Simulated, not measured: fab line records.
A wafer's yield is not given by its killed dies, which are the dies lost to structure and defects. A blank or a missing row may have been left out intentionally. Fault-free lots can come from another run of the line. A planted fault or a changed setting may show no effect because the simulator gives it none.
Lot-split experiment | flow sfqLine | 23 wafers read from 5 lots, route of 325 steps

## ON THE SPLIT
At SFQ_TRILAYER_C5_LITHO_COAT_151 (resist thk 650 nm), the setting spinRpm was moved away from the recipe's 3000 rpm on 5 of the 23 wafers read, by -5.8% to +4.6%. All remaining wafers had this setting at the recipe value.

Between the split and the reading, the file records no step.

## THE READING
KrF_of_TRILAYER_C5_LITHO_COAT_151.thkNm (the simulator's own value, which no gauge read), in nm, at SFQ_TRILAYER_C5_ETCH_VIA_ETCH_154 (etches SiO2 in CHF3, stops on Nb, target depth 84 nm). There is no usual value for it anywhere in the file. The 18 wafers here that ran the recipe average 564.1 nm, standard deviation 3.5 nm.

wafer  | tool, chamber at the split | spinRpm as run, rpm | against the recipe | KrF_of_TRILAYER_C5_LITHO_COAT_151.thkNm, nm | against lot-mates on the recipe
L077.1 | lithoTrack-04, 0           | 3138                | +4.6%              | 546.8                                       | -14.5
L077.2 | lithoTrack-04, 0           | 3000                | recipe             | 561.1                                       | -
L077.3 | lithoTrack-04, 0           | 3000                | recipe             | 563.5                                       | -
L077.4 | lithoTrack-04, 0           | 3138                | +4.6%              | 544.5                                       | -16.8
L077.5 | lithoTrack-04, 0           | 3000                | recipe             | 559.4                                       | -
L079.1 | lithoTrack-01, 0           | 2826                | -5.8%              | 582.3                                       | +19.3
L079.2 | lithoTrack-01, 0           | 2826                | -5.8%              | 584.1                                       | +21.1
L079.3 | lithoTrack-01, 0           | 2826                | -5.8%              | 580.8                                       | +17.8
L079.5 | lithoTrack-01, 0           | 3000                | recipe             | 564.1                                       | -
L079.6 | lithoTrack-01, 0           | 3000                | recipe             | 561.9                                       | -
L080.1 | lithoTrack-01, 0           | 3000                | recipe             | 561.5                                       | -
L080.2 | lithoTrack-01, 0           | 3000                | recipe             | 560.3                                       | -
L080.3 | lithoTrack-01, 0           | 3000                | recipe             | 562                                         | -
L080.4 | lithoTrack-01, 0           | 3000                | recipe             | 561.3                                       | -
L080.6 | lithoTrack-01, 0           | 3000                | recipe             | 561.8                                       | -
L081.2 | lithoTrack-03, 0           | 3000                | recipe             | 565.3                                       | -
L081.3 | lithoTrack-03, 0           | 3000                | recipe             | 564.4                                       | -
L081.4 | lithoTrack-03, 0           | 3000                | recipe             | 564.7                                       | -
L081.5 | lithoTrack-03, 0           | 3000                | recipe             | 565.4                                       | -
L081.6 | lithoTrack-03, 0           | 3000                | recipe             | 564.1                                       | -
L083.2 | lithoTrack-03, 0           | 3000                | recipe             | 571.7                                       | -
L083.4 | lithoTrack-03, 0           | 3000                | recipe             | 569                                         | -
L083.5 | lithoTrack-03, 0           | 3000                | recipe             | 571.5                                       | -

THE FIT
A straight line over all 23 wafers: KrF_of_TRILAYER_C5_LITHO_COAT_151.thkNm changes by -3.44 nm for each +1% of spinRpm; r = -0.93; the points scatter about the line by 3.4 nm.
The same after taking each lot's own level away (the mean of its wafers on the recipe; 23 wafers): -3.37 nm for each +1%; r = -0.99; scatter 1.1 nm.
On that fit, the largest move of spinRpm shifts the reading by 20 nm.
The span of the lots' own levels, 561.33 to 570.73 nm, comes to 2.7 times the standard deviation stated above.
The two slopes agree, so the slope changes little with the lot-to-lot level.
Check: with one of the wafers moved furthest among these (-5.8%) left out of the fit, the line predicts +19.6 nm for it against its lot-mates. It came out at +19.3 nm against them.

## FURTHER SPLITS ON THESE WAFERS
Other splits were also applied to these wafers ahead of the reading. Each is held against what the fit with the lots' levels taken away leaves over:
other split on the same wafers             | wafers away from the commonest value | r with KrF_of_TRILAYER_C5_LITHO_COAT_151.thkNm (lot level and that fit taken away)
SFQ_TRILAYER_M4_DEP_SPUTTER_091 timeS      | 5                                    | +0.02
SFQ_TRILAYER_M4_LITHO_COAT_093 spinRpm     | 8                                    | -0.08
SFQ_TRILAYER_M4_ETCH_METAL_ETCH_096 timeS  | 8                                    | -0.02
SFQ_TRILAYER_I4_VIA_LITHO_PEB_106 pebTempC | 5                                    | -0.06
SFQ_TRILAYER_JJ_CE_LITHO_COAT_119 spinRpm  | 9                                    | +0.53
SFQ_TRILAYER_M5_LITHO_EXPOSE_124 doseMj    | 9                                    | -0.17
SFQ_TRILAYER_A5B_DEP_PECVD_129 timeS       | 9                                    | +0.00
SFQ_TRILAYER_R5_LITHO_PEB_139 pebTimeS     | 6                                    | +0.12
SFQ_TRILAYER_I5_LITHO_COAT_149 spinRpm     | 8                                    | -0.10

## THE WHOLE CHAIN: every reading that the file lists as answering this split, in the file's order
step                              | what it does                                         | reading                                                                                  | change (the file's fit)              | r (the file's)
SFQ_TRILAYER_C5_LITHO_COAT_151    | resist thk 650 nm                                    | KrF_of_TRILAYER_C5_LITHO_COAT_151.thkNm (the simulator's own value, which no gauge read) | -3.26 nm for each +1% of the setting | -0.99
SFQ_TRILAYER_C5_ETCH_VIA_ETCH_154 | etches SiO2 in CHF3, stops on Nb, target depth 84 nm | KrF_of_TRILAYER_C5_LITHO_COAT_151.thkNm (the simulator's own value, which no gauge read) | -3.36 nm for each +1% of the setting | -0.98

## THE FILE'S OWN FIT
KrF_of_TRILAYER_C5_LITHO_COAT_151.thkNm changes by -3.36 nm for each +1% of spinRpm, r = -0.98.
